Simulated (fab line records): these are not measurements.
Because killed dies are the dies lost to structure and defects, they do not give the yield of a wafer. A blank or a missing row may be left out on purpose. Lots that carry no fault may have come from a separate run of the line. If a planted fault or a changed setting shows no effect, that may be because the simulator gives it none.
fab line records	flow sky130
record lots=14	wafers=40	last_day=50
route steps=708 shown LDD_HVN@270 VIA4@651 METAL5@666 PASSIVATION@681 PAD_OPEN@708
lots that met no fault: taken from a fault-free run of the same line
start_h: start of the lot's first displayed wafer, in hours after the record's first day	wait_h: hours since the lot's step before	" identical to the entry in the row above	L1.1+2: a row that stands for several wafers	- no value, or no start given	* or withheld: withheld	< > ~ a bound
route shown NAME@n: NAME is a module with steps in the file, n the number in the route of the first one	usual: mean/standard deviation taken from wafers without a fault	same: alike in all rows	chamber/n: place in a boat	sites: each site's reading	_std_site: standard deviation of those values	_edge_site: outer sites' mean less inner sites'	radius_mm: for every site, how far away it sits from the centre of the wafer	mask NAME#n: copy n	behind: the last tool/chamber to shape the wafer	hold: the reason the lot was held/the length of the hold in hours/how it ended	device: which transistor (n, p or np) failed to switch	end of line: tests of these same wafers at the route's end	a step with no rows: only its recipe	killed: count of dies lost to structure and defects at first sort (not the wafer's yield)	map: dies across one wafer; x = killed, . = not, _ = none there
set.NAME: the setting the step ran with; set.NAME@STEP: the setting that earlier step ran with	model.NAME: the simulator's own value behind a step, which no gauge read
steps of the route over a sample of lots; a table a step, a row a wafer
services: a tool's chamber out of use, with start hour (start_h, from the record's first day; less than 0 if before it), hours out, and reason
## steps
# step SKY_LDD_HVN_SOFTBAKE_03
# recipe temp_c=90	time_s=60	resist=NOVOLAK
# usual chill_plate_temp_C=22.99/0.099	run_length_s=88.97/0.097
lot.wafer	tool	chamber	start_h	wait_h	chill_plate_temp_C	run_length_s
L177.2	litho_track-04	0	445.18	0.1	23.01	88.84
L177.5	"	0	"	"	23.22	89.10
L177.6	"	0	"	"	22.92	88.92
L178.1	litho_track-03	0	458.77	0.1	22.95	88.82
L178.3	"	0	"	"	22.95	88.99
L178.4	"	0	"	"	22.89	88.94
L179.3	litho_track-02	0	466.70	0.1	23.06	89.16
L179.4	"	0	"	"	23.16	89.05
L179.5	"	0	"	"	22.91	89.04
L180.4	litho_track-03	0	471.50	0.1	22.83	88.93
L180.5	"	0	"	"	22.83	88.92
L180.6	"	0	"	"	23.10	88.82
L181.4	litho_track-04	0	499.68	0.1	22.97	88.83
L181.5	"	0	"	"	22.91	88.84
L181.6	"	0	"	"	22.88	89.06
L182.1	litho_track-02	0	509.25	0.1	23.06	88.85
L182.3	"	0	"	"	23.00	89.14
L182.5	"	0	"	"	22.98	89.02
L184.2	litho_track-04	0	520.83	0.1	23.02	88.93
L184.4	"	0	"	"	22.91	88.90
L184.6	"	0	"	"	22.82	89.06
L183.2	litho_track-03	0	523.70	0.1	22.91	88.82
L183.5	"	0	"	"	22.99	88.85
L183.6	"	0	"	"	22.96	88.84
L189.1	litho_track-03	0	562.02	0.1	23.08	90.89
L189.3	"	0	"	"	23.12	88.87
L190.1	litho_track-03	0	571.87	0.1	22.99	90.82
L190.4	"	0	"	"	23.03	90.95
L196.2	litho_track-02	0	613.02	0.1	23.12	88.84
L196.4	"	0	"	"	23.08	89.03
L196.6	"	0	"	"	23.13	89.05
L197.3	litho_track-02	0	622.50	0.1	23.16	89.05
L197.5	"	0	"	"	23.16	88.89
L197.6	"	0	"	"	23.05	88.90
L198.2	litho_track-04	0	624.53	0.1	22.91	88.89
L198.4	"	0	"	"	22.92	88.84
L198.6	"	0	"	"	23.01	88.92
L200.1	litho_track-04	0	646.25	0.1	23.14	88.96
L200.3	"	0	"	"	22.92	89.02
L200.5	"	0	"	"	22.96	89.08
# step SKY_VIA4_ETCH_12
# recipe target=SiO2	chemistry=C4F8/O2/Ar	stop_on=TiN	mask_material=NOVOLAK	source_w=1500	bias_w=1200	pressure_mtorr=40	c4f8_flow_sccm=withheld	O2_flow_sccm=6	Ar_flow_sccm=300	time_s=withheld	target_depth_a=5800
# usual oes_product_au=0.926/0.0045
lot.wafer	tool	chamber	start_h	wait_h	oes_product_au
L177.2	rie_diel-01	1	1001.14	0.0	0.932
L177.5	"	0	"	"	0.926
L177.6	"	3	"	"	0.922
L178.1	rie_diel-02	1	1012.29	0.0	0.927
L178.3	"	0	"	"	0.929
L178.4	"	2	"	"	0.926
L179.3	rie_diel-01	1	1016.80	0.0	0.924
L179.4	"	2	"	"	0.932
L179.5	"	2	"	"	0.923
L180.4	rie_diel-01	2	1018.91	0.0	0.920
L180.5	"	0	"	"	0.926
L180.6	"	1	"	"	0.917
L181.4	rie_diel-04	0	1043.50	0.0	0.928
L181.5	"	2	"	"	0.922
L181.6	"	3	"	"	0.927
L182.1	rie_diel-01	0	1047.86	0.0	0.925
L182.3	"	2	"	"	0.925
L182.5	"	1	"	"	0.928
L184.2	rie_diel-01	0	1058.21	0.0	0.927
L184.4	"	0	"	"	0.917
L184.6	"	2	"	"	0.933
L183.2	rie_diel-02	1	1058.51	0.0	0.923
L183.5	"	1	"	"	0.920
L183.6	"	0	"	"	0.921
L189.1	rie_diel-01	3	1086.54	0.0	0.922
L189.3	"	2	"	"	0.927
L190.1	rie_diel-01	2	1094.16	0.0	0.933
L190.4	"	1	"	"	0.929
L196.2	rie_diel-02	0	1121.40	0.0	0.923
L196.4	"	2	"	"	0.925
L196.6	"	2	"	"	0.937
L197.3	rie_diel-02	3	1125.84	0.0	0.920
L197.5	"	1	"	"	0.925
L197.6	"	0	"	"	0.929
L198.2	rie_diel-02	1	1127.51	0.0	0.923
L198.4	"	3	"	"	0.922
L198.6	"	0	"	"	0.926
L200.1	rie_diel-02	0	1145.81	0.0	0.925
L200.3	"	2	"	"	0.925
L200.5	"	2	"	"	0.925
# step SKY_METAL5_RS_MEAS_05
# recipe thk_meas_gauge=four-point-probe	reads=TiN_of_METAL5_SPUTTER_04+Ti_of_METAL5_SPUTTER_03+AlCu_of_METAL5_SPUTTER_02+TiN_of_METAL5_SPUTTER_01+Ti_of_METAL5_SPUTTER_00
# usual METAL5_ALCU_RS=0.02724/0.00026
lot.wafer	tool	chamber	start_h	wait_h	METAL5_ALCU_RS[ohm/sq]
L177.2	film_metro-04	-	1002.69	0.0	0.02678
L177.5	"	-	"	"	0.02676
L177.6	"	-	"	"	0.02713
L178.1	film_metro-03	-	1015.37	0.0	0.02759
L178.3	"	-	"	"	0.0274
L178.4	"	-	"	"	0.02709
L179.3	film_metro-02	-	1018.72	0.1	0.02764
L179.4	"	-	"	"	0.02739
L179.5	"	-	"	"	0.02708
L180.4	film_metro-02	-	1020.54	0.1	0.02705
L180.5	"	-	"	"	0.02694
L180.6	"	-	"	"	0.02737
L181.4	film_metro-04	-	1045.50	0.1	0.02695
L181.5	"	-	"	"	0.02703
L181.6	"	-	"	"	0.02703
L182.1	film_metro-03	-	1049.74	0.0	0.02696
L182.3	"	-	"	"	0.02691
L182.5	"	-	"	"	0.02691
L184.2	film_metro-03	-	1059.75	0.0	0.0272
L184.4	"	-	"	"	0.02774
L184.6	"	-	"	"	0.02734
L183.2	film_metro-02	-	1060.05	0.0	0.0274
L183.5	"	-	"	"	0.02753
L183.6	"	-	"	"	0.02795
L189.1	film_metro-04	-	1088.33	0.0	0.02714
L189.3	"	-	"	"	0.0271
L190.1	film_metro-02	-	1095.68	0.0	0.02699
L190.4	"	-	"	"	0.0269
L196.2	film_metro-02	-	1122.94	0.0	0.02718
L196.4	"	-	"	"	0.02745
L196.6	"	-	"	"	0.02728
L197.3	film_metro-03	-	1127.65	0.1	0.02681
L197.5	"	-	"	"	0.02697
L197.6	"	-	"	"	0.02697
L198.2	film_metro-04	-	1129.43	0.0	0.02763
L198.4	"	-	"	"	0.02723
L198.6	"	-	"	"	0.02768
L200.1	film_metro-03	-	1147.39	0.0	0.02724
L200.3	"	-	"	"	0.02735
L200.5	"	-	"	"	0.02684
# step SKY_PASSIVATION_CVD_00
# recipe material=SiO2	target_thk_nm=90	temp_c=400	time_s=withheld	rf_w=600
# usual heater_power_w=670/130
lot.wafer	tool	chamber	start_h	wait_h	heater_power_w
L177.2	pecvd-01	0	1025.67	0.0	968
L177.5	"	2	"	"	651
L177.6	"	1	"	"	495
L178.1	pecvd-04	1	1038.55	0.0	653
L178.3	"	2	"	"	596
L178.4	"	1	"	"	662
L179.3	pecvd-03	2	1042.22	0.0	553
L179.4	"	0	"	"	686
L179.5	"	1	"	"	628
L180.4	pecvd-03	0	1043.57	0.0	719
L180.5	"	2	"	"	540
L180.6	"	1	"	"	686
L181.4	pecvd-04	2	1067.58	0.0	595
L181.5	"	1	"	"	795
L181.6	"	0	"	"	761
L182.1	pecvd-01	2	1071.56	0.0	628
L182.3	"	1	"	"	542
L182.5	"	1	"	"	561
L184.2	pecvd-01	0	1081.97	0.0	913
L184.4	"	1	"	"	520
L184.6	"	2	"	"	596
L183.2	pecvd-03	0	1082.43	0.0	661
L183.5	"	1	"	"	660
L183.6	"	0	"	"	673
L189.1	pecvd-04	1	1109.22	0.0	736
L189.3	"	0	"	"	621
L190.1	pecvd-04	0	1116.37	0.0	673
L190.4	"	2	"	"	535
L196.2	pecvd-01	0	1143.07	0.0	958
L196.4	"	2	"	"	657
L196.6	"	1	"	"	521
L197.3	pecvd-04	2	1146.94	0.0	544
L197.5	"	2	"	"	563
L197.6	"	1	"	"	758
L198.2	pecvd-01	1	1149.46	0.0	476
L198.4	"	0	"	"	964
L198.6	"	1	"	"	486
L200.1	pecvd-03	2	1165.96	0.0	545
L200.3	"	0	"	"	581
L200.5	"	0	"	"	601
# step SKY_PAD_OPEN_PROBE_99
# usual killed_at_M0_to_M3=42/7.1	killed_at_M4_up=3.3/1.9	killed_at_contacts=24/5	killed_at_front_end=15/4.7	killed_at_other=0.3/0.61	killed_dies=86/9.6	killed_on_rim=17/3.8	killed_open=47/7.5	killed_short=38/6.6
# same gross_dies=492	killed_at_back_side=0
lot.wafer	tool	chamber	start_h	wait_h	killed_at_M0_to_M3	killed_at_M4_up	killed_at_contacts	killed_at_front_end	killed_at_other	killed_dies	killed_on_rim	killed_open	killed_short
L180.4	prober-01	-	1088.98	0.2	39	5	22	21	1	88	15	45	42
L180.5	prober-01	-	1089.03	0.2	26	4	26	13	0	69	18	38	31
L180.6	prober-01	-	1089.08	0.2	35	1	25	21	0	82	15	47	35
L182.1	prober-01	-	1115.04	0.1	51	5	28	12	0	96	18	54	42
L182.3	prober-01	-	1115.14	0.2	45	4	20	15	0	84	16	56	28
L182.5	prober-01	-	1115.24	0.2	41	4	31	13	0	89	21	42	47
L183.2	prober-01	-	1124.90	0.1	44	5	19	13	0	81	14	41	40
L183.5	prober-01	-	1125.05	0.2	44	6	26	7	0	83	15	43	40
L183.6	prober-01	-	1125.10	0.2	52	5	19	9	1	86	17	46	40
L190.1	prober-01	-	1157.05	0.1	38	7	14	15	0	74	16	47	25
L190.4	prober-01	-	1157.20	0.2	33	3	21	20	0	77	13	41	35
L197.3	prober-02	-	1184.52	0.2	40	1	22	12	0	75	10	45	30
L197.5	prober-02	-	1184.62	0.2	36	2	20	18	0	76	17	36	37
L197.6	prober-02	-	1184.67	0.2	39	3	18	7	0	67	8	39	27
# killed by level:class
L180.4 VIA1:geometric_particle:open=10 FIELD_ISO:geometric_particle:open=7 CONTACT:geometric_particle:open=7 VIA2:geometric_particle:open=7 METAL1:geometric_particle:short=6 METAL2:geometric_particle:short=6 LI_CONTACT:geometric_particle:open=5 FIELD_ISO:geometric_particle:short=4
L180.5 CONTACT:geometric_particle:open=12 LI_CONTACT:geometric_particle:open=7 VIA1:geometric_particle:open=6 VIA3:geometric_particle:open=5 CONTACT:geometric_particle:short=4 METAL3:geometric_particle:short=4 FIELD_ISO:geometric_particle:short=3 POLY_GATE:geometric_particle:short=3
L180.6 VIA1:geometric_particle:open=9 CONTACT:geometric_particle:open=8 LI_CONTACT:geometric_particle:open=7 VIA3:geometric_particle:open=7 FIELD_ISO:geometric_particle:open=5 LOCAL_INTERCONNECT:geometric_particle:short=5 VIA2:geometric_particle:open=5 POLY_GATE:geometric_particle:short=4
L182.1 LI_CONTACT:geometric_particle:open=11 CONTACT:geometric_particle:open=10 VIA1:geometric_particle:open=10 METAL2:geometric_particle:short=8 VIA3:geometric_particle:open=6 METAL1:geometric_particle:short=5 VIA2:geometric_particle:open=5 POLY_GATE:geometric_particle:short=4
L182.3 VIA2:geometric_particle:open=11 LI_CONTACT:geometric_particle:open=9 VIA1:geometric_particle:open=9 VIA3:geometric_particle:open=9 CONTACT:geometric_particle:open=6 METAL3:geometric_particle:short=5 FIELD_ISO:geometric_particle:open=4 FIELD_ISO:geometric_particle:short=4
L182.5 CONTACT:geometric_particle:open=10 METAL1:geometric_particle:short=7 CONTACT:geometric_particle:short=7 VIA2:geometric_particle:open=7 VIA1:geometric_particle:open=6 LI_CONTACT:geometric_particle:open=5 VIA1:geometric_particle:short=5 VIA3:geometric_particle:open=5
L183.2 CONTACT:geometric_particle:open=8 VIA1:geometric_particle:open=8 VIA1:geometric_particle:short=7 VIA2:geometric_particle:open=6 VIA3:geometric_particle:open=6 LI_CONTACT:geometric_particle:open=4 VIA3:geometric_particle:short=4 METAL2:geometric_particle:short=4
L183.5 CONTACT:geometric_particle:open=12 VIA1:geometric_particle:open=8 VIA2:geometric_particle:open=8 METAL4:geometric_particle:short=6 METAL2:geometric_particle:short=6 METAL1:geometric_particle:short=5 POLY_GATE:geometric_particle:open=4 LI_CONTACT:geometric_particle:open=4
L183.6 VIA1:geometric_particle:open=11 CONTACT:geometric_particle:open=8 VIA2:geometric_particle:open=7 VIA3:geometric_particle:open=7 LOCAL_INTERCONNECT:geometric_particle:short=5 METAL3:geometric_particle:short=5 VIA1:geometric_particle:short=4 METAL2:geometric_particle:short=4
L190.1 VIA1:geometric_particle:open=13 VIA2:geometric_particle:open=9 LI_CONTACT:geometric_particle:open=7 FIELD_ISO:geometric_particle:short=5 FIELD_ISO:geometric_particle:open=4 POLY_GATE:geometric_particle:open=4 METAL4:geometric_particle:short=3 CONTACT:geometric_particle:short=3
L190.4 LI_CONTACT:geometric_particle:open=10 FIELD_ISO:geometric_particle:short=7 VIA2:geometric_particle:open=7 VIA1:geometric_particle:open=6 FIELD_ISO:geometric_particle:open=5 LI_CONTACT:geometric_particle:short=5 METAL1:geometric_particle:short=4 VIA1:geometric_particle:short=4
L197.3 VIA3:geometric_particle:open=9 LI_CONTACT:geometric_particle:open=7 FIELD_ISO:geometric_particle:open=6 VIA2:geometric_particle:open=6 VIA1:geometric_particle:open=6 CONTACT:geometric_particle:open=5 METAL1:geometric_particle:short=5 METAL3:geometric_particle:short=5
L197.5 METAL2:geometric_particle:short=7 LI_CONTACT:geometric_particle:open=7 CONTACT:geometric_particle:open=7 VIA1:geometric_particle:short=7 FIELD_ISO:geometric_particle:short=5 VIA3:geometric_particle:open=5 POLY_GATE:geometric_particle:short=4 VIA1:geometric_particle:open=4
L197.6 CONTACT:geometric_particle:open=7 VIA2:geometric_particle:open=7 VIA3:geometric_particle:open=6 VIA1:geometric_particle:open=6 METAL1:geometric_particle:short=5 LI_CONTACT:geometric_particle:open=5 LOCAL_INTERCONNECT:geometric_particle:short=3 VIA3:geometric_particle:short=3
## services
tool	chamber	start_h	hours	kind
rie_diel-01	0	437.99	1.4	repair
rie_diel-02	3	441.64	8.4	repair
rie_diel-01	1	507.57	6.6	repair
rie_diel-01	0	580.98	8.6	repair
rie_diel-01	1	612.01	3.2	repair
rie_diel-01	2	612.99	7.9	repair
rie_diel-02	0	627.39	3.4	repair
rie_diel-01	-	651.72	25.0	repair
rie_diel-01	3	674.56	1.4	repair
rie_diel-02	-	694.55	2.8	pm
rie_diel-02	1	697.55	4.6	repair
rie_diel-02	-	700.69	0.7	repair
rie_diel-02	1	704.31	14.4	repair
rie_diel-01	-	725.40	2.8	pm
rie_diel-02	1	735.44	4.7	repair
rie_diel-01	1	783.15	8.6	repair
rie_diel-02	0	833.33	2.4	repair
rie_diel-02	0	907.76	5.6	repair
rie_diel-02	-	915.07	0.7	repair
rie_diel-01	3	1056.20	12.8	repair
rie_diel-01	1	1099.89	5.4	repair
rie_diel-01	2	1145.57	2.4	repair
rie_diel-01	0	1146.90	17.6	repair
rie_diel-01	1	1161.13	9.0	repair
## key
first_sign step=SKY_LDD_HVN_SOFTBAKE_03	reading=run_length_s	direction=up	sigmas=20	usual=*	struck=*
effect none on later readings
met_at SKY_LDD_HVN_SOFTBAKE_03
struck_lots L189,L190
struck_wafers L189.1,L190.1,L190.4
tester_left_out L189,L190
not_acting_at SKY_VIA4_ETCH_12,SKY_METAL5_RS_MEAS_05,SKY_PASSIVATION_CVD_00
onset_between 523.70 562.02
fault kind=process_parameter_drift	tool=litho_track-03	chamber=-	onset_h=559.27	steps=SKY_LDD_HVN_SOFTBAKE_03	channel=time_s	offset=*	shape=step	end_h=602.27	scope=struck_wafers_only	acts_in=*	stated=*
# tester_left_out: of these lots the tester's yield and bins aren't shown, on N5 and GAA mostly nor the transistor test; their killed dies are dies lost to structure and defects alone, not to doping, threshold or leakage, so they don't give the yield
